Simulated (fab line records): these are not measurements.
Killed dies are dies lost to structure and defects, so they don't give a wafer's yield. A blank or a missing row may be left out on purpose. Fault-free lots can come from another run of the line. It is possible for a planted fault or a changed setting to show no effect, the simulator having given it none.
Comparing a struck lot with a sound one ; flow sky130 ; 28 out of 708 route steps
Sound: the wafers L873.1, L873.2, L873.3. Struck: wafers L882.2, L882.4, L882.6. The cause is named last.
For every step that has rows: the tool of each side, followed by ch and its chambers, followed by its first start. Under that, the readings that differ: sound wafers ; struck wafers ; difference of the means ; sigmas: that difference in standard deviations of wafers without a fault.
alike: same words and numbers on both sides, and readings whose means sit less than 2 such deviations apart. not compared: any withheld reading, any reading some wafer has no value for, any bound like >300 that may hide the same value, and any number with overlapping values for which the record gives no deviation.
The two part at a step that has a row with sigmas, a row that says differs or no value, or rows on one side only. Numbers that don't overlap but have no deviation are shown without sigmas and don't part them. A reading missing from all wafers of one side parts the sides only when that side holds two or more wafers.

SKY_SD_P_OVL_MEAS_08:
  sound: overlay-02 at day 28 11:03; struck: overlay-01 at day 31 13:25
  alike: SD_P_OVL
following that, these wafers have no rows for 1 step: SKY_SD_P_IMPLANT_09.
SKY_SD_P_STRIP_10: strips in O2/N2.
  sound on plasma-asher-01 ch 0,1, day 28 11:14; struck on plasma-asher-03 ch 0,1, day 31 13:35
  alike: chamber-pressure-mTorr, drypump-motor-current-A, oes-product-au, strip-time-to-endpoint-s
  not compared: rf-hours-counter-h
SKY_SD_P_TW_MEAS_11:
  sound: film-metro-02 at day 28 11:20; struck: film-metro-02 at day 31 13:42
  alike: SD_P_TW
then, 8 steps without rows for these wafers: SKY_RES_XHIGH_DEHYDRATE_00 (time 60 s); SKY_RES_XHIGH_HMDS_01 (prime time 60 s); SKY_RES_XHIGH_COAT_02 (resist thk 1140 nm); SKY_RES_XHIGH_SOFTBAKE_03 (time 60 s); SKY_RES_XHIGH_EXPOSE_04 (exposes mask URPM, target cd 1270 nm); SKY_RES_XHIGH_PEB_05; SKY_RES_XHIGH_DEVELOP_06 (develop time 60 s); SKY_RES_XHIGH_IMPLANT_07.
SKY_RES_XHIGH_STRIP_08: strips in O2/N2.
  sound on plasma-asher-03 ch 0,1, day 29 15:23; struck on plasma-asher-04 ch 1, day 32 16:41
  no value came back on the struck wafers for chamber-pressure-mTorr (mTorr), drypump-motor-current-A (A), oes-product-au (a.u.), strip-time-to-endpoint-s (s); on the sound wafers chamber-pressure-mTorr (mTorr) reads 1501.1 1501.0 1498.5
reading;sound;struck;difference;sigmas
model.NOVOLAK_of_RES_XHIGH_COAT_02.thk-nm (nm);0 0 0;1144 1144 1141;+1143;
  not compared: rf-hours-counter-h
SKY_RES_XHIGH_TW_MEAS_09:
  sound: film-metro-04 at day 29 15:29; struck: film-metro-02 at day 32 16:48
  alike: RES_XHIGH_TW
then, 7 steps without rows for these wafers: SKY_SD_N_DEHYDRATE_00 (time 60 s); SKY_SD_N_HMDS_01 (prime time 60 s); SKY_SD_N_COAT_02 (resist thk 1140 nm); SKY_SD_N_SOFTBAKE_03 (time 60 s); SKY_SD_N_EXPOSE_04 (exposes mask NSDM, target cd 380 nm); SKY_SD_N_PEB_05; SKY_SD_N_DEVELOP_06 (develop time 60 s).
SKY_SD_N_CD_MEAS_07: target cd 380 nm.
  sound: cd-sem-01 at day 30 18:56; struck: cd-sem-02 at day 33 19:03
  alike: cd-nm
SKY_SD_N_OVL_MEAS_08:
  sound: overlay-01 at day 30 19:03; struck: overlay-01 at day 33 19:10
  alike: SD_N_OVL
then, 2 steps without rows for these wafers: SKY_SD_N_IMPLANT_09; SKY_SD_N_IMPLANT_10.
SKY_SD_N_STRIP_11: strips in O2/N2.
  sound on plasma-asher-02 ch 0,1, day 30 19:23; struck on plasma-asher-04 ch 0,1, day 33 19:29
reading;sound;struck;difference;sigmas
oes-product-au (a.u.);0.527 0.528 0.529;0.622 0.616 0.611;+0.088;+20
strip-time-to-endpoint-s (s);22.46 22.46 22.48;39.39 39.39 39.41;+16.93;+99 or more
  alike: chamber-pressure-mTorr, drypump-motor-current-A
  not compared: rf-hours-counter-h
SKY_SD_N_TW_MEAS_12:
  sound: film-metro-01 at day 30 19:29; struck: film-metro-04 at day 33 19:36
reading;sound;struck;difference;sigmas
SD_N_TW;3975 3956 3975;30 30 30;-3939;-99 or more
then, 1 step without rows for these wafers: SKY_SD_N_CLEAN_13 (cleans in SC1/SC2, time 150 s).

WHERE THEY PART
First at SKY_RES_XHIGH_STRIP_08; last, within this record, at SKY_SD_N_TW_MEAS_12.

WHY: the cause the simulator had injected
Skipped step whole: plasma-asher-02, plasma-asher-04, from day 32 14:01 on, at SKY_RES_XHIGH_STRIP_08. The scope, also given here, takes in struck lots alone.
